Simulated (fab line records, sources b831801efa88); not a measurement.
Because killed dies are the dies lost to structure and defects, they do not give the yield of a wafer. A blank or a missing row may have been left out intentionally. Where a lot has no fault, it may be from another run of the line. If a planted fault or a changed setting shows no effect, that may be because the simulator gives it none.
Matching of chambers	flow sky130	cmp-02 running SKY_VIA3_CMP_02: 4 sister chambers
The step polishes SiO2. 18 wafers are shown with their chamber, then 9 later ones without.

## WAFERS PAIRED WITH THEIR CHAMBERS
wafer	chamber	slurry filter dp kPa (kPa)	motor current A (A)
L993.2	1	13.33	14.0
L993.5	0	13.42	13.7
L993.6	3	13.49	14.3
L994.3	0	13.47	14.0
L994.5	2	13.31	13.5
L994.6	1	13.53	13.8
L995.2	2	13.53	14.0
L995.3	0	13.42	14.4
L995.5	3	13.36	14.2
L996.2	2	13.51	14.5
L996.3	3	13.40	14.5
L996.4	0	13.32	14.3
L998.1	3	13.32	14.0
L998.3	0	13.54	14.6
L998.6	2	13.70	14.3
L102.1	3	13.37	13.6
L102.3	1	13.51	14.2
L102.6	0	13.53	13.6

SIGNATURES (averages over the wafers above)
reading	chamber 0	chamber 1	chamber 2	chamber 3	scatter within a chamber
slurry filter dp kPa	13.4500	13.4567	13.5125	13.3880	0.104
motor current A	14.100	14.000	14.075	14.120	0.37
Rule: for each reading, subtract the chamber's mean from the wafer's reading, divide by that reading's scatter and square the result; add these up over the readings and take the root, which gives the wafer's distance from the chamber. If the next closest chamber is less than 2 further off than the closest, the wafer can't be placed; otherwise it belongs to the closest. The scatter is the square root of a quotient: the sum, over the shown wafers, of each reading's squared deviation from its chamber's mean, divided by wafers minus chambers.

## WAFERS MISSING THEIR CHAMBER
wafer	slurry filter dp kPa (kPa)	motor current A (A)
L109.1	13.59	13.8
L109.4	13.26	13.6
L109.6	13.58	14.0
L111.1	13.43	15.0
L111.3	13.44	13.8
L111.5	13.64	13.2
L112.3	13.46	14.2
L112.4	13.48	14.0
L112.6	13.34	15.5

## WHICH CHAMBER EACH WENT THROUGH
wafer	from the rows above	in truth
L109.1	can't be placed: 2 or 1 or 0 or 3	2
L109.4	can't be placed: 3 or 1 or 0 or 2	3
L109.6	can't be placed: 2 or 1 or 0 or 3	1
L111.1	can't be placed: 3 or 0 or 2 or 1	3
L111.3	can't be placed: 1 or 0 or 3 or 2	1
L111.5	can't be placed: 2 or 1 or 0 or 3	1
L112.3	can't be placed: 0 or 1 or 2 or 3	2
L112.4	can't be placed: 1 or 2 or 0 or 3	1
L112.6	can't be placed: 3 or 0 or 2 or 1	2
Correct placement for 0 of the 9. These rows do not allow placing 9 (true chamber among the candidates in 9). Number placed wrongly: 0.
